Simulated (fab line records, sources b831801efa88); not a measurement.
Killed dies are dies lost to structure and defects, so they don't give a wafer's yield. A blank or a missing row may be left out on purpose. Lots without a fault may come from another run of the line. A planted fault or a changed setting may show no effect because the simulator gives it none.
fab line records | flow sfq_line
record lots=6 wafers=18 last_day=78
route steps=325 shown M3@122 I3@133 M4@148
lots that met no fault: from a run of the same line without faults
start_h: hours from the record's first day to the start of the lot's first wafer shown | wait_h: hours since the lot's step before | " the same as in the row above | L1.1+2: a row that stands for several wafers | - no value, or no start given | * or withheld: withheld | < > ~ a bound
route shown NAME@n: a module of which the file shows steps, and the number in the route of the first | usual: mean/standard deviation of fault-free wafers | same: alike in all rows | chamber/n: place in a boat | sites: the reading at each site | _std_site: their standard deviation | _edge_site: outer sites' mean less inner sites' | radius_mm: how far each site lies from the wafer's centre | mask NAME#n: copy n | behind: the tool/chamber that last shaped the wafer | hold: why the lot was held/for how many hours/how that ended | device: the transistor (n, p or np) that didn't switch | end of line: the same wafers' tests at the end of the route | a step without rows: its recipe alone | killed: dies lost to structure and defects at the first sort, not the wafer's yield | map: a wafer's dies, x killed, . not, _ none there
set.NAME: the setting as run; set.NAME@STEP: as run at that earlier step | model.NAME: the simulator's own value behind a step, which no gauge read
lots at some steps of the route; a table a step, a row a wafer
services: from which hour (start_h, from the record's first day; less than 0 if before it) a tool's chamber was out of use, for how many hours, and why
## steps
# step SFQ_TRILAYER_M3_LITHO_COAT_080
# recipe resist=BARC spin_rpm=3000 resist_thk_nm=62
# step SFQ_TRILAYER_M3_LITHO_COAT_075
# recipe resist=KrF spin_rpm=3000 resist_thk_nm=600
# step SFQ_TRILAYER_M3_LITHO_SOFTBAKE_079
# recipe temp_c=withheld time_s=withheld resist=KrF
# step SFQ_TRILAYER_M3_LITHO_EXPOSE_076
# recipe mask_id=M3 na=0.6 source_shape=conventional sigma_outer=0.65 target_cd_nm=500 dose_mj=14.4
# step SFQ_TRILAYER_M3_LITHO_PEB_078
# recipe peb_temp_c=115 peb_time_s=60 resist=KrF
# step SFQ_TRILAYER_M3_LITHO_DEVELOP_077
# recipe time_s=60 resist=KrF
# step SFQ_M3_OVL_MEAS_921
# usual M3_OVL=0/5.6
# columns lot.wafer tool chamber start_h wait_h M3_OVL[nm]
L419.4 overlay-01 - 659.68 0.1 -4
L419.5 " - " " -7
L419.6 " - " " -10
L426.1 overlay-02 - 741.26 0.1 1
L426.2 " - " " 1
L426.5 " - " " -4
L427.2 overlay-02 - 746.06 0.1 -2
L427.4 " - " " 0
L427.6 " - " " 0
L431.1 overlay-02 - 780.86 0.1 5
L431.2 " - " " 7
L431.5 " - " " 2
L435.1 overlay-01 - 822.86 0.1 -7
L435.3 " - " " -2
L435.5 " - " " -10
L438.1 overlay-01 - 840.86 0.1 0
L438.2 " - " " 6
L438.5 " - " " -5
# step SFQ_TRILAYER_M3_BARC_OPEN_METAL_ETCH_100
# recipe mask_material=PR chemistry=O2 target_depth_nm=125 target=BARC icp_w=600 bias_w=80 pressure_mtorr=10 time_s=41.7
# usual drypump_motor_current_A=6.12/0.27 oes_product_au=0.685/0.0049
# columns lot.wafer tool chamber start_h wait_h drypump_motor_current_A oes_product_au rf_hours_counter_h
L419.4 rie_metal-01 0 659.72 0.0 6.22 0.677 -
L419.5 " 1 " " 6.32 0.687 -
L419.6 " 0 " " 6.18 0.688 -
L426.1 rie_metal-01 0 741.29 0.0 6.17 0.683 129
L426.2 " 1 " " 6.33 0.685 104
L426.5 " 0 " " 6.16 0.679 -
L427.2 rie_metal-04 1 746.09 0.0 6.09 0.688 151
L427.4 " 1 " " 6.07 0.690 -
L427.6 " 0 " " 5.87 0.684 -
L431.1 rie_metal-03 1 780.89 0.0 6.58 0.681 84
L431.2 " 0 " " 5.91 0.693 128
L431.5 " 0 " " 5.91 0.692 -
L435.1 rie_metal-03 1 822.89 0.0 6.60 0.685 91
L435.3 " 1 " " 6.63 0.682 -
L435.5 " 1 " " 6.60 0.686 -
L438.1 rie_metal-03 0 840.89 0.0 5.87 0.676 139
L438.2 " 1 " " 6.60 0.678 94
L438.5 " 1 " " 6.59 0.683 -
# step SFQ_TRILAYER_M3_ETCH_METAL_ETCH_078
# recipe target=Nb stop_on=SiO2 mask_material=PR chemistry=Cl2/Ar target_depth_nm=240 icp_w=600 bias_w=80 pressure_mtorr=10 time_s=120
# usual drypump_motor_current_A=6.12/0.27 oes_product_au=0.894/0.0068
# columns lot.wafer tool chamber start_h wait_h drypump_motor_current_A oes_product_au rf_hours_counter_h
L419.4 rie_metal-01 0 659.80 0.1 6.17 0.902 -
L419.5 " 1 " " 6.32 0.887 -
L419.6 " 0 " " 6.20 0.900 -
L426.1 rie_metal-01 0 741.35 0.0 6.20 0.895 129
L426.2 " 1 " " 6.33 0.897 104
L426.5 " 0 " " 6.22 0.899 -
L427.2 rie_metal-04 1 746.15 0.0 6.07 0.897 151
L427.4 " 1 " " 6.05 0.882 -
L427.6 " 0 " " 5.84 0.895 -
L431.1 rie_metal-03 1 780.95 0.0 6.61 0.893 84
L431.2 " 0 " " 5.92 0.895 128
L431.5 " 0 " " 5.90 0.892 -
L435.1 rie_metal-03 1 822.95 0.0 6.61 0.896 91
L435.3 " 1 " " 6.55 0.894 -
L435.5 " 1 " " 6.57 0.897 -
L438.1 rie_metal-03 0 840.95 0.0 5.91 0.899 139
L438.2 " 1 " " 6.60 0.903 95
L438.5 " 1 " " 6.60 0.893 -
# step SFQ_TRILAYER_M3_STRIP_STRIP_079
# recipe gas=O2 power_w=200 platen_temp_c=40 overash_fraction=0.65 chemistry=O2 pressure_mtorr=50
# step SFQ_TRILAYER_M3_STRIP_SOLV_CLEAN_080
# recipe chemistry=NMP temp_c=70 time_s=600
# step SFQ_TRILAYER_I3_DEP_PECVD_081
# recipe material=SiO2 temp_c=150 time_s=111.11 pressure_torr=2.4 rf_w=183.3 precursor=SiH4/N2O target_thk_nm=500
# usual heater_power_w=71/13 susceptor_temp_C=150.00/0.13 throttle_valve_pct=24.5/1.5
# columns lot.wafer tool chamber start_h wait_h heater_power_w susceptor_temp_C throttle_valve_pct
L419.4 pecvd-02 2 660.72 0.0 69 150.07 24.6
L419.5 " 1 " " 60 149.75 24.8
L419.6 " 0 " " 54 149.99 23.3
L426.1 pecvd-01 2 742.25 0.0 74 150.07 26.2
L426.2 " 0 " " 73 149.93 27.7
L426.5 " 1 " " 98 149.97 24.2
L427.2 pecvd-03 0 747.05 0.0 72 150.13 21.8
L427.4 " 2 " " 58 149.97 25.6
L427.6 " 1 " " 91 150.06 23.8
L431.1 pecvd-03 0 781.85 0.0 80 150.18 21.8
L431.2 " 2 " " 69 150.21 25.5
L431.5 " 2 " " 72 150.29 25.4
L435.1 pecvd-03 1 823.89 0.0 89 149.79 24.1
L435.3 " 2 " " 67 150.00 25.6
L435.5 " 1 " " 92 149.99 24.1
L438.1 pecvd-02 2 841.85 0.0 69 150.13 25.0
L438.2 " 0 " " 55 149.95 23.7
L438.5 " 0 " " 58 150.07 23.8
# step SFQ_TRILAYER_I3_CMP_CMP_082
# recipe material=SiO2 down_force_psi=3 platen_rpm=60 pad_velocity_m_s=0.94248
# usual motor_current_A=10.6/1 retaining_ring_pressure_frac=1.000/0.0043 slurry_flow_ml_min=149.9/0.44 time_to_endpoint_s=212/8.5
# columns lot.wafer tool chamber start_h wait_h motor_current_A retaining_ring_pressure_frac slurry_flow_ml_min time_to_endpoint_s model.SiO2_of_TRILAYER_I3_DEP_PECVD_081.thk_nm
L419.4 cmp-01 2 692.59 31.8 10.9 0.996 149.2 203 198.4
L419.6 " 1 694.09 33.3 12.7 1.001 150.0 219 200.4
L419.5 " 2 " " 11.0 0.998 150.1 215 198
L426.1 cmp-02 1 777.50 35.2 9.4 1.005 149.4 199 196.8
L426.2 " 3 778.50 36.2 11.3 0.987 149.9 183 216.4
L426.5 " 2 780.00 37.7 9.9 1.000 149.3 199 218.5
L427.2 cmp-02 2 780.50 33.4 9.8 0.992 150.1 193 219.2
L427.4 " 3 " " 11.4 0.987 149.8 198 217
L427.6 " 3 783.00 35.9 11.2 1.001 150.0 200 196.7
L431.2 cmp-01 3 811.64 29.7 11.3 1.002 150.1 209 199.6
L431.1 " 1 812.64 30.7 12.5 0.998 150.0 211 200.7
L431.5 " 2 " " 10.5 1.001 149.8 206 198.7
L435.1 cmp-02 3 853.00 29.1 11.5 1.004 150.4 193 196.2
L435.3 " 1 854.00 30.1 9.4 1.000 149.0 208 199
L435.5 " 2 " " 9.4 0.994 150.1 214 200.2
L438.1 cmp-02 1 874.00 32.1 9.3 0.998 149.7 204 200
L438.2 " 2 " " 9.3 1.000 149.9 213 201.9
L438.5 " 1 876.00 34.1 9.3 0.994 149.7 213 199.8
# step SFQ_I3_BOW_MEAS_922
# recipe mode=bow
# usual I3_BOW=3/8.5
# columns lot.wafer tool chamber start_h wait_h I3_BOW[um]
L419.4 film_metro-02 - 695.15 2.1 14
L419.5 " - " " 16
L419.6 " - " " 6
L426.1 film_metro-04 - 780.50 2.5 0
L426.2 " - " " 5
L426.5 " - " " -9
L427.2 film_metro-01 - 783.52 2.5 7
L427.4 " - " " 10
L427.6 " - " " 8
L431.1 film_metro-04 - 814.14 1.0 6
L431.2 " - " " 2
L431.5 " - " " -3
L435.1 film_metro-04 - 855.50 2.0 2
L435.3 " - " " 0
L435.5 " - " " 0
L438.1 film_metro-04 - 876.50 2.0 -11
L438.2 " - " " 3
L438.5 " - " " 3
# step SFQ_TRILAYER_I3_METRO_MEASURE_083
# usual thk_nm=199.6/1.4
# columns lot.wafer tool chamber start_h wait_h thk_nm
L419.4 film_metro-02 - 695.81 0.6 198.2
L419.5 " - " " 198.0
L419.6 " - " " 200.3
L426.1 film_metro-04 - 780.62 0.1 196.8
L426.2 " - " " 216.4
L426.5 " - " " 218.4
L427.2 film_metro-01 - 783.82 0.3 219.0
L427.4 " - " " 217.0
L427.6 " - " " 196.5
L431.1 film_metro-04 - 814.26 0.1 200.7
L431.2 " - " " 199.5
L431.5 " - " " 198.8
L435.1 film_metro-04 - 855.62 0.1 196.3
L435.3 " - " " 199.0
L435.5 " - " " 200.1
L438.1 film_metro-04 - 876.62 0.1 199.8
L438.2 " - " " 201.7
L438.5 " - " " 199.9
# step SFQ_TRILAYER_I3_VIA_LITHO_COAT_090
# recipe resist=BARC spin_rpm=3000 resist_thk_nm=62
# step SFQ_TRILAYER_I3_VIA_LITHO_COAT_085
# recipe resist=KrF spin_rpm=3000 resist_thk_nm=650
# step SFQ_TRILAYER_I3_VIA_LITHO_SOFTBAKE_089
# recipe temp_c=withheld time_s=withheld resist=KrF
# step SFQ_TRILAYER_I3_VIA_LITHO_EXPOSE_086
# recipe mask_id=I3 na=0.6 source_shape=conventional sigma_outer=0.65 target_cd_nm=500 dose_mj=21.3
# step SFQ_TRILAYER_I3_VIA_LITHO_PEB_088
# recipe peb_temp_c=115 peb_time_s=60 resist=KrF
# step SFQ_TRILAYER_I3_VIA_LITHO_DEVELOP_087
# recipe time_s=60 resist=KrF
# step SFQ_I3_OVL_MEAS_923
# usual I3_OVL=-4/4.9
# columns lot.wafer tool chamber start_h wait_h I3_OVL[nm]
L419.4 overlay-01 - 782.29 0.1 -2
L419.5 " - " " -2
L419.6 " - " " -1
L426.1 overlay-01 - 861.57 0.1 -7
L426.2 " - " " -1
L426.5 " - " " -6
L427.2 overlay-01 - 863.98 0.1 5
L427.4 " - " " 1
L427.6 " - " " 1
L431.1 overlay-01 - 897.37 0.1 -6
L431.2 " - " " -3
L431.5 " - " " -2
L435.1 overlay-01 - 935.77 0.1 1
L435.3 " - " " 5
L435.5 " - " " 7
L438.1 overlay-01 - 954.52 0.1 -1
L438.2 " - " " -3
L438.5 " - " " 2
# step SFQ_TRILAYER_I3_VIA_BARC_OPEN_VIA_ETCH_121
# recipe mask_material=PR chemistry=O2 target_depth_nm=125 target=BARC source_w=500 bias_w=80 pressure_mtorr=30 time_s=41.7
# step SFQ_TRILAYER_I3_VIA_ETCH_VIA_ETCH_088
# recipe target=SiO2 stop_on=Nb mask_material=PR taper_deg=20 chemistry=CHF3 target_depth_nm=260 source_w=500 bias_w=80 pressure_mtorr=30 time_s=withheld
# usual drypump_motor_current_A=6.0/0.45 oes_product_au=0.853/0.0058
# columns lot.wafer tool chamber start_h wait_h drypump_motor_current_A oes_product_au model.I3.feature_depth_nm model.etch.depth_nm
L419.4 rie_diel-04 0 782.41 0.1 6.2 0.844 198.4 198.4
L419.5 " 1 " " 5.7 0.854 198 198
L419.6 " 2 " " 6.6 0.862 200.4 200.4
L426.1 rie_diel-01 3 861.65 0.0 5.9 0.843 196.8 196.8
L426.2 " 1 " " 6.0 0.895 216.4 216.4
L426.5 " 2 " " 6.3 0.897 218.5 218.5
L427.2 rie_diel-04 1 864.05 0.0 5.7 0.900 219.2 219.2
L427.4 " 3 " " 5.8 0.894 217 217
L427.6 " 1 " " 5.7 0.837 196.7 196.7
L431.1 rie_diel-02 3 897.45 0.0 6.8 0.857 200.7 200.7
L431.2 " 2 " " 5.8 0.850 199.6 199.6
L431.5 " 3 " " 6.8 0.847 198.7 198.7
L435.1 rie_diel-02 3 935.85 0.0 6.8 0.840 196.2 196.2
L435.3 " 0 " " 5.6 0.855 199 199
L435.5 " 3 " " 6.8 0.853 200.2 200.2
L438.1 rie_diel-04 1 954.60 0.0 5.7 0.859 200 200
L438.2 " 2 " " 6.7 0.858 201.9 201.9
L438.5 " 0 " " 6.2 0.855 199.8 199.8
# step SFQ_TRILAYER_I3_VIA_STRIP_STRIP_089
# recipe gas=O2 power_w=200 platen_temp_c=40 overash_fraction=0.65 chemistry=O2 pressure_mtorr=50
# usual drypump_motor_current_A=6.1/0.32 oes_product_au=0.997/0.0093
# columns lot.wafer tool chamber start_h wait_h drypump_motor_current_A oes_product_au rf_hours_counter_h
L419.4 rie_metal-01 1 782.73 - 6.4 1.001 -
L419.5 " 1 " " 6.4 0.993 -
L419.6 " 0 " " 6.2 0.993 -
L426.1 rie_metal-01 0 861.76 - 6.2 0.995 151
L426.2 " 1 " " 6.3 0.984 126
L426.5 " 1 " " 6.4 0.985 -
L427.2 rie_metal-01 0 864.16 - 6.2 0.983 152
L427.4 " 0 " " 6.2 0.998 -
L427.6 " 1 " " 6.3 0.991 -
L431.1 rie_metal-01 1 897.56 - 6.3 0.991 133
L431.2 " 0 " " 6.2 0.990 158
L431.5 " 0 " " 6.2 0.983 -
L435.1 rie_metal-02 1 935.96 - 5.7 0.996 153
L435.3 " 1 " " 5.8 0.996 -
L435.5 " 0 " " 5.6 1.003 -
L438.1 rie_metal-02 1 954.71 - 5.8 1.011 156
L438.2 " 0 " " 5.6 1.004 75
L438.5 " 1 " " 5.8 1.010 -
# step SFQ_TRILAYER_I3_VIA_STRIP_SOLV_CLEAN_090
# recipe chemistry=NMP temp_c=70 time_s=600
# step SFQ_TRILAYER_M4_DEP_PRE_CLEAN_092
# recipe gas=Ar time_s=22.5 bias_v=250
# columns lot.wafer tool chamber start_h wait_h model.SiO2_of_TRILAYER_I3_DEP_PECVD_081.thk_nm
L419.4 pvd_sputter-04 - 783.44 0.0 190.9
L419.5 " - " " 190.5
L419.6 " - " " 192.9
L426.1 pvd_sputter-05 - 862.54 0.0 189.3
L426.2 " - " " 208.9
L426.5 " - " " 211
L427.2 pvd_sputter-05 - 864.94 0.0 211.7
L427.4 " - " " 209.5
L427.6 " - " " 189.2
L431.1 pvd_sputter-06 - 898.35 0.0 193.2
L431.2 " - " " 192.1
L431.5 " - " " 191.2
L435.1 pvd_sputter-06 - 936.74 0.0 188.7
L435.3 " - " " 191.5
L435.5 " - " " 192.7
L438.1 pvd_sputter-04 - 955.49 0.0 192.5
L438.2 " - " " 194.4
L438.5 " - " " 192.3
# step SFQ_TRILAYER_M4_DEP_SPUTTER_091
# recipe material=Nb base_pressure_pa=1.33e-06 chamber_pressure_pa=0.1333 substrate_temp_c=20 resputter_cathode_voltage_v=400 target_thk_nm=200 power_w=2000 time_s=133.3
# usual base_pressure_pa=1.34e-06/8.7e-08 chamber_pressure_pa=0.13332/0.00028 throttle_valve_pct=29.7/0.64
# columns lot.wafer tool chamber start_h wait_h base_pressure_pa chamber_pressure_pa throttle_valve_pct
L419.4 pvd_sputter-04 - 783.47 0.0 1.33e-06 0.13298 30.6
L419.5 " - " " 1.3e-06 0.13302 28.7
L419.6 " - " " 1.41e-06 0.13365 30.1
L426.1 pvd_sputter-05 - 862.57 0.0 1.25e-06 0.13347 29.7
L426.2 " - " " 1.22e-06 0.1334 30.4
L426.5 " - " " 1.4e-06 0.13349 29.9
L427.2 pvd_sputter-05 - 864.97 0.0 1.3e-06 0.13367 29.9
L427.4 " - " " 1.26e-06 0.13366 29.7
L427.6 " - " " 1.23e-06 0.13314 30.3
L431.1 pvd_sputter-06 - 898.38 0.0 1.29e-06 0.1335 29.4
L431.2 " - " " 1.51e-06 0.13343 30.0
L431.5 " - " " 1.46e-06 0.13301 29.5
L435.1 pvd_sputter-06 - 936.77 0.0 1.27e-06 0.13363 29.3
L435.3 " - " " 1.22e-06 0.13327 28.1
L435.5 " - " " 1.38e-06 0.13322 28.4
L438.1 pvd_sputter-04 - 955.52 0.0 1.32e-06 0.13357 30.5
L438.2 " - " " 1.23e-06 0.13399 29.9
L438.5 " - " " 1.46e-06 0.13399 30.6
## services
# columns tool chamber start_h hours kind
pecvd-03 - 660.92 6.0 pm
rie_metal-01 - 662.20 2.8 pm
pecvd-03 0 672.25 18.9 repair
film_metro-04 - 674.68 1.4 pm
rie_metal-03 - 700.26 0.3 repair
pvd_sputter-05 - 714.08 0.8 repair
rie_metal-03 1 724.10 8.6 repair
pvd_sputter-06 - 741.28 2.0 repair
cmp-02 - 749.50 4.0 pm
film_metro-04 - 752.41 0.6 pm
pvd_sputter-06 - 754.81 2.0 repair
film_metro-04 - 802.82 0.6 pm
pvd_sputter-04 - 831.97 1.9 repair
film_metro-04 - 846.38 8.8 repair
cmp-02 - 859.21 0.4 repair
cmp-02 - 859.57 0.6 repair
pvd_sputter-05 - 895.42 5.0 repair
rie_metal-03 1 898.54 26.2 repair
cmp-02 - 915.18 2.0 repair
film_metro-04 - 919.68 1.7 pm
rie_metal-03 - 923.14 0.3 repair
pvd_sputter-04 - 931.63 1.2 repair
pvd_sputter-06 - 952.90 5.7 repair
cmp-02 - 953.67 0.4 repair
## key
first_sign step=SFQ_TRILAYER_I3_CMP_CMP_082 reading=time_to_endpoint_s direction=down sigmas=2.2 usual=* struck=*
effect step=SFQ_TRILAYER_I3_METRO_MEASURE_083 reading=thk_nm direction=up sigmas=13 usual=199.6 struck=217.7
effect step=SFQ_TRILAYER_I3_VIA_ETCH_VIA_ETCH_088 reading=oes_product_au direction=up sigmas=7.4 usual=0.853 struck=0.896
model_effect step=SFQ_TRILAYER_I3_CMP_CMP_082 value=SiO2_of_TRILAYER_I3_DEP_PECVD_081.thk_nm without=197.8 struck=217.8
model_effect step=SFQ_TRILAYER_I3_VIA_ETCH_VIA_ETCH_088 value=I3.feature_depth_nm without=197.8 struck=217.8
model_effect step=SFQ_TRILAYER_M4_DEP_PRE_CLEAN_092 value=SiO2_of_TRILAYER_I3_DEP_PECVD_081.thk_nm without=190.3 struck=210.3
met_at SFQ_TRILAYER_I3_CMP_CMP_082
struck_wafers L426.2,L426.5,L427.2,L427.4
fault kind=process_parameter_drift tool=cmp-02 chamber=- onset_h=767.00 steps=SFQ_TRILAYER_I3_CMP_CMP_082 channel=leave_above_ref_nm offset=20 shape=step end_h=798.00 scope=struck_wafers_only acts_in=these_recipes_only stated=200
